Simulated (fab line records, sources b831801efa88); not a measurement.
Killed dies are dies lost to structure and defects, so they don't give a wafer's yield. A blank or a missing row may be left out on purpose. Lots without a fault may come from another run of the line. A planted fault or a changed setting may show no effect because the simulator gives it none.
Tool commonality check | flow sky130 | 10 lots, 30 wafers sampled

WHY IT WAS OPENED
At SKY_SPACER_THK_MEAS_01 the reading SPACER_CVD_00_THK is flagged on 2 of 10 lots. Wafers without a fault read 43.5 nm, standard deviation 0.49.
Rule: a lot is flagged when every wafer of it that has a number lies more than 4 standard deviations from that mean, or none has a number. The other lots count as sound.

lot  | measured     | on            | SPACER_CVD_00_THK (nm), wafer by wafer | flag
L936 | day 23 21:42 | film_metro-03 | 43.4 43.3 43.1                         |
L938 | day 24 17:02 | film_metro-04 | 43.9 43.9 43.7                         |
L937 | day 24 17:06 | film_metro-04 | 43.5 43.3 43.7                         |
L941 | day 25 04:06 | film_metro-02 | 45.2 44.9 44.4                         |
L942 | day 25 14:47 | film_metro-04 | 43.5 44.1 44.0                         |
L943 | day 26 02:55 | film_metro-03 | 43.1 42.9 42.8                         |
L947 | day 27 20:43 | film_metro-02 | 37.4 37.6 37.5                         | FLAGGED
L949 | day 28 16:36 | film_metro-02 | 37.4 37.4 37.6                         | FLAGGED
L957 | day 31 01:42 | film_metro-02 | 43.3 43.1 42.9                         |
L958 | day 31 06:33 | film_metro-04 | 42.7 42.3 42.5                         |
The numbers of the flagged lots are 37.5 nm on average: -6.0 nm against the usual, or -12 standard deviations.

WHICH TOOL RAN EACH LOT
The record holds 1 process step before the reading, out of a route of 708 steps. In each cell: the tool, then ch and the chambers that the sampled wafers went through, then the start.
lot  | flag    | SKY_SPACER_CVD_00
L936 |         | lpcvd-02 ch 1, day 23 20:29
L938 |         | lpcvd-02 ch 1, day 24 15:50
L937 |         | lpcvd-02 ch 0, day 24 15:50
L941 |         | lpcvd-02 ch 0, day 25 02:53
L942 |         | lpcvd-02 ch 1, day 25 13:34
L943 |         | lpcvd-02 ch 0, day 26 01:07
L947 | FLAGGED | lpcvd-02 ch 0, day 27 19:29
L949 | FLAGGED | lpcvd-02 ch 1, day 28 15:24
L957 |         | lpcvd-02 ch 1, day 31 00:29
L958 |         | lpcvd-02 ch 1, day 31 04:45
What these steps do:
- SKY_SPACER_CVD_00: deposits Si3N4 from DCS/NH3, target thk 43.1 nm, time 740 s.
- SKY_SPACER_THK_MEAS_01

FLAGGED OVER TOTAL, TOOL BY TOOL (the gauges that took the reading come last)
step                   | tool          | lots run | flagged | share of the flagged lots | sound lots run after its first flagged lot
SKY_SPACER_CVD_00      | lpcvd-02      | 10       | 2       | all                       | 2 (L957,L958)
SKY_SPACER_THK_MEAS_01 | film_metro-02 | 4        | 2       | all                       | 1 (L957)
SKY_SPACER_THK_MEAS_01 | film_metro-03 | 2        | 0       | none                      | -
SKY_SPACER_THK_MEAS_01 | film_metro-04 | 4        | 0       | none                      | -

WHAT THE TABLE ALLOWS
2 rows of the table ran every flagged lot: lpcvd-02 at SKY_SPACER_CVD_00, film_metro-02 at SKY_SPACER_THK_MEAS_01.
- lpcvd-02 at SKY_SPACER_CVD_00: 2 of its 10 lots flagged. Sound lots ran on it after the first flagged one (L957, L958), which a lasting fault on the whole tool wouldn't allow. Its own readings lie more than 4 standard deviations out on every wafer of the flagged lots: spike_tc_centre_C, spike_tc_lower_C, spike_tc_upper_C.
- film_metro-02 at SKY_SPACER_THK_MEAS_01: 2 of its 4 lots flagged. Sound lots ran on it after the first flagged one (L957), which a lasting fault on the whole tool wouldn't allow.
No row of the table ran every flagged lot and no sound lot after the first.

WHAT THE SIMULATOR HAD PUT IN
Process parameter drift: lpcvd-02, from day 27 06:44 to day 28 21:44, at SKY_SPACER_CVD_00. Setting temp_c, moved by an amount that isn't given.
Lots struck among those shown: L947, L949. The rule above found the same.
